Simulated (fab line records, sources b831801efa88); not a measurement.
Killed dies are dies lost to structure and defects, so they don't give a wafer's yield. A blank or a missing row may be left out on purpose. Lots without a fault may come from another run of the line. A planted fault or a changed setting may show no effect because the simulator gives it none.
Tool commonality check | flow sky130 | 12 lots, 36 wafers sampled

WHY IT WAS OPENED
At SKY_VT_ADJUST_PCH_TW_MEAS_10 the reading VT_ADJUST_PCH_TW is flagged on 2 of 12 lots. Wafers without a fault read 141.9, standard deviation 0.74.
Rule: a lot is flagged when every wafer of it that has a number lies more than 4 standard deviations from that mean, or none has a number. The other lots count as sound.

lot  | measured     | on            | VT_ADJUST_PCH_TW, wafer by wafer | flag
L823 | day 10 10:50 | film_metro-02 | 140.4 140.1 142.4                |
L825 | day 10 23:04 | film_metro-04 | 141.6 141.9 141.4                |
L828 | day 12 01:58 | film_metro-02 | 141.3 141.3 140.6                |
L829 | day 12 12:26 | film_metro-02 | 141.3 140.5 141.7                |
L831 | day 13 13:02 | film_metro-01 | 141.9 141.9 141.9                |
L830 | day 13 14:41 | film_metro-02 | 141.9 142.0 141.1                |
L832 | day 13 14:44 | film_metro-01 | 141.5 142.0 142.1                |
L840 | day 15 23:17 | film_metro-04 | 113.3 113.5 114.0                | FLAGGED
L842 | day 16 14:14 | film_metro-01 | 113.3 112.6 112.3                | FLAGGED
L843 | day 16 17:02 | film_metro-04 | 141.8 141.8 141.4                |
L845 | day 17 13:08 | film_metro-01 | 141.8 141.7 141.7                |
L846 | day 17 17:42 | film_metro-04 | 142.8 142.6 142.7                |
The numbers of the flagged lots are 113.2 on average: -28.7 against the usual, or -39 standard deviations.

WHICH TOOL RAN EACH LOT
The record holds 2 process steps before the reading, out of a route of 708 steps. In each cell: the tool, then ch and the chambers that the sampled wafers went through, then the start.
lot  | flag    | SKY_VT_ADJUST_HVTP_STRIP_10          | SKY_VT_ADJUST_PCH_IMPLANT_08
L823 |         | plasma_asher-01 ch 0,1, day 6 02:45  | implanter-03 ch 0, day 10 10:26
L825 |         | plasma_asher-02 ch 0,1, day 6 14:05  | implanter-04 ch 0, day 10 22:49
L828 |         | plasma_asher-02 ch 0,1, day 7 11:23  | implanter-04 ch 0, day 12 01:43
L829 |         | plasma_asher-03 ch 0,1, day 7 19:42  | implanter-03 ch 0, day 12 12:11
L831 |         | plasma_asher-02 ch 0,1, day 8 14:45  | implanter-03 ch 0, day 13 12:47
L830 |         | plasma_asher-02 ch 0,1, day 8 15:45  | implanter-03 ch 0, day 13 14:26
L832 |         | plasma_asher-02 ch 0,1, day 8 16:15  | implanter-01 ch 0, day 13 14:29
L840 | FLAGGED | plasma_asher-02 ch 0,1, day 10 16:08 | implanter-03 ch 0, day 15 23:03
L842 | FLAGGED | plasma_asher-03 ch 0,1, day 11 04:28 | implanter-03 ch 0, day 16 14:01
L843 |         | plasma_asher-02 ch 0,1, day 11 07:14 | implanter-04 ch 0, day 16 16:47
L845 |         | plasma_asher-02 ch 0,1, day 11 21:57 | implanter-01 ch 0, day 17 12:54
L846 |         | plasma_asher-01 ch 0,1, day 12 02:26 | implanter-01 ch 0, day 17 17:29
What these steps do:
- SKY_VT_ADJUST_HVTP_STRIP_10: strips in O2/N2.
- SKY_VT_ADJUST_PCH_IMPLANT_08
- SKY_VT_ADJUST_PCH_TW_MEAS_10

FLAGGED OVER TOTAL, TOOL BY TOOL (the gauges that took the reading come last)
step                         | tool            | lots run | flagged | share of the flagged lots | sound lots run after its first flagged lot
SKY_VT_ADJUST_HVTP_STRIP_10  | plasma_asher-01 | 2        | 0       | none                      | -
SKY_VT_ADJUST_HVTP_STRIP_10  | plasma_asher-02 | 8        | 1       | some                      | 2 (L843,L845)
SKY_VT_ADJUST_HVTP_STRIP_10  | plasma_asher-03 | 2        | 1       | some                      | 0
SKY_VT_ADJUST_PCH_IMPLANT_08 | implanter-01    | 3        | 0       | none                      | -
SKY_VT_ADJUST_PCH_IMPLANT_08 | implanter-03    | 6        | 2       | all                       | 0
SKY_VT_ADJUST_PCH_IMPLANT_08 | implanter-04    | 3        | 0       | none                      | -
SKY_VT_ADJUST_PCH_TW_MEAS_10 | film_metro-01   | 4        | 1       | some                      | 1 (L845)
SKY_VT_ADJUST_PCH_TW_MEAS_10 | film_metro-02   | 4        | 0       | none                      | -
SKY_VT_ADJUST_PCH_TW_MEAS_10 | film_metro-04   | 4        | 1       | some                      | 2 (L843,L846)

WHAT THE TABLE ALLOWS
1 row of the table ran every flagged lot: implanter-03 at SKY_VT_ADJUST_PCH_IMPLANT_08.
- implanter-03 at SKY_VT_ADJUST_PCH_IMPLANT_08: 2 of its 6 lots flagged. Its last sound lot is L830 (day 13 14:26), its first flagged lot L840 (day 15 23:03): a fault that began between those two fits. Its own readings lie more than 4 standard deviations out on every wafer of the flagged lots: dose_ions_cm2, faraday_current_uA.
One tool is left: implanter-03 at SKY_VT_ADJUST_PCH_IMPLANT_08.

WHAT THE SIMULATOR HAD PUT IN
Process parameter drift: implanter-03, from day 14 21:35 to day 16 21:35, at SKY_VT_ADJUST_PCH_IMPLANT_08. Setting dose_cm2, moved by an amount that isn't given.
Lots struck among those shown: L840, L842. The rule above found the same.
